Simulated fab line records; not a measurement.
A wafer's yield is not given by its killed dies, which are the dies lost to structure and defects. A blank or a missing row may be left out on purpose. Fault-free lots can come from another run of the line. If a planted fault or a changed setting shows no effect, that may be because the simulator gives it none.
A lot that was struck, set against a sound lot + flow sky130 + 25 out of 708 route steps
Sound: the wafers L427.1, L427.2, L427.3. Struck: wafers L441.1, L441.2, L441.5. At the end, the cause is stated.
Order at every step that has rows: each side's tool, ch and its chambers, its first start. Under that, the readings that differ: sound wafers + struck wafers + difference of the means + sigmas: that difference in standard deviations of wafers without a fault.
alike: readings whose means differ by less than 2 such deviations, and words and numbers that are the same on both sides. not compared: withheld readings, readings that some wafer has no value for, bounds like >300 that may hide the same value, and numbers for which the record gives no deviation and whose values overlap.
The two part at a step that has a row with sigmas, a row that says differs or no value, or rows on one side only. When numbers do not overlap yet have no deviation, they are printed without sigmas and do not part them. A reading missing from all wafers of one side parts the sides only when that side holds two or more wafers.

first, 3 steps without rows for these wafers: SKY_LOCAL_INTERCONNECT_STRIP_16 (strips in post etch residue remover, time 1200 s); SKY_LOCAL_INTERCONNECT_CLEAN_17 (cleans in IPA, time 180 s); SKY_LOCAL_INTERCONNECT_CLEAN_18 (cleans in O3/DIW).
SKY_CONTACT_CVD_00: deposits Si3N4, target thk 75 nm.
  sound on pecvd-03 ch 1,2, day 31 10:01; struck on pecvd-01 ch 0,2, day 36 01:35
  alike: heater-power-w
SKY_CONTACT_THK_MEAS_01:
  sound: film-metro-04 at day 31 10:04; struck: film-metro-01 at day 36 01:38
  alike: CONTACT_CVD_00_THK
then, 1 step without rows for these wafers: SKY_CONTACT_HDPCVD_02 (deposits SiO2, target thk 565 nm, time 94.2 s).
SKY_CONTACT_THK_MEAS_03:
  sound: film-metro-04 at day 31 10:11; struck: film-metro-03 at day 36 01:46
  alike: CONTACT_HDPCVD_THK
SKY_CONTACT_CMP_04: polishes SiO2.
  sound on cmp-01 ch 0,1,3, day 31 10:22; struck on cmp-02 ch 0,1,2, day 36 01:52
  alike: motor-current-A, slurry-flow-ml-min, time-to-endpoint-s
SKY_CONTACT_BOW_MEAS_05:
  sound: film-metro-01 at day 31 10:37; struck: film-metro-01 at day 36 02:07
  alike: CONTACT_BOW
then, 3 steps without rows for these wafers: SKY_CONTACT_DEHYDRATE_06 (time 60 s); SKY_CONTACT_HMDS_07 (prime time 60 s); SKY_CONTACT_COAT_08 (resist thk 60 nm).
SKY_CONTACT_COAT_09: resist thk 450 nm.
  sound on litho-track-02 ch 0, day 32 01:00; struck on litho-track-01 ch 0, day 36 15:00
| reading                                        | sound           | struck            | difference | sigmas |
|------------------------------------------------|-----------------|-------------------|------------|--------|
| model.KrF-thick_of_CONTACT_COAT_09.thk-nm (nm) | 451.8 452 450.4 | 551.4 551.1 551.4 | +99.9      |        |
  alike: resist-line-temp-C, spin-speed-rpm
then, 4 steps without rows for these wafers: SKY_CONTACT_SOFTBAKE_10 (time 90 s); SKY_CONTACT_EXPOSE_11 (exposes mask CTM1, target cd 170 nm); SKY_CONTACT_PEB_12; SKY_CONTACT_DEVELOP_13 (develop time 60 s).
SKY_CONTACT_CD_MEAS_14: the cd target is 170 nm.
  sound: cd-sem-01 at day 32 14:50; struck: cd-sem-02 at day 37 04:29
| reading    | sound             | struck            | difference | sigmas |
|------------|-------------------|-------------------|------------|--------|
| cd-nm (nm) | 171.0 170.3 169.0 | 167.0 166.3 166.1 | -3.6       | -2     |
SKY_CONTACT_OVL_MEAS_15:
  sound: overlay-01 at day 32 14:57; struck: overlay-02 at day 37 04:36
  alike: CONTACT_OVL
SKY_CONTACT_ETCH_16: etches BARC in N2/H2, stops on SiO2, time 45.9 s, target depth 60 nm.
  sound on rie-diel-03 ch 0,1,2, day 32 14:59; struck on rie-diel-04 ch 1,2,3, day 37 04:38
| reading                  | sound             | struck        | difference | sigmas |
|--------------------------|-------------------|---------------|------------|--------|
| model.CONTACT.cd-nm (nm) | 171.6 170.4 168.4 | 168 166 165.6 | -4         |        |
  alike: drypump-motor-current-A, oes-product-au, throttle-valve-pct
  not compared: rf-hours-counter-h
SKY_CONTACT_ETCH_17: etches SiO2 in C4F8/O2/Ar, stops on Si3N4, target depth 340 nm.
  sound on rie-diel-03 ch 0,1,2, day 32 15:02; struck on rie-diel-04 ch 1,2,3, day 37 04:41
  alike: oes-product-au
SKY_CONTACT_ETCH_18: etches Si3N4 in CHF3/O2, stops on TiN, time 39 s, target depth 75 nm.
  sound on rie-diel-03 ch 0,1,2; struck on rie-diel-04 ch 1,2,3
| reading                                        | sound             | struck          | difference | sigmas |
|------------------------------------------------|-------------------|-----------------|------------|--------|
| model.KrF-thick_of_CONTACT_COAT_09.thk-nm (nm) | 250.3 244.4 241.4 | 346.8 350 340.5 | +100.4     |        |
| model.CONTACT.cd-nm (nm)                       | 171.1 170.2 168.4 | 168 165.7 166   | -3         |        |
  alike: drypump-motor-current-A, oes-product-au, throttle-valve-pct
  not compared: rf-hours-counter-h
SKY_CONTACT_STRIP_19: strips in O2/N2.
  sound on plasma-asher-04 ch 0,1, day 32 15:07; struck on plasma-asher-03 ch 0,1, day 37 04:46
| reading                      | sound             | struck            | difference | sigmas |
|------------------------------|-------------------|-------------------|------------|--------|
| oes-product-au (a.u.)        | 0.389 0.379 0.378 | 0.427 0.425 0.426 | +0.044     | +9     |
| strip-time-to-endpoint-s (s) | 3.73 3.62 3.60    | 4.70 4.74 4.64    | +1.04      | +23    |
  alike: drypump-motor-current-A
  not compared: rf-hours-counter-h
then, 1 step without rows for these wafers: SKY_CONTACT_STRIP_20 (strips in post etch residue remover, time 1200 s).
-- the record jumps here: 13 days lie between the struck wafers' starts before and after (it left off in module CONTACT and takes up again in module PAD_OPEN, whose first step shown is number 708 of the route) --
SKY_PAD_OPEN_PROBE_99:
  sound: prober-02 at day 46 14:48; struck: prober-01 at day 50 00:31
  alike: killed_at_M0_to_M3, killed_at_M4_up, killed-at-contacts, killed-at-front-end, killed-at-other, killed-dies, killed-open, killed-short

WHERE THEY PART
Earliest at SKY_CONTACT_CD_MEAS_14; latest, in this record, at SKY_CONTACT_STRIP_19. Later steps at which nothing parts them and some readings are alike: SKY_PAD_OPEN_PROBE_99.

WHY: what the simulator had put in
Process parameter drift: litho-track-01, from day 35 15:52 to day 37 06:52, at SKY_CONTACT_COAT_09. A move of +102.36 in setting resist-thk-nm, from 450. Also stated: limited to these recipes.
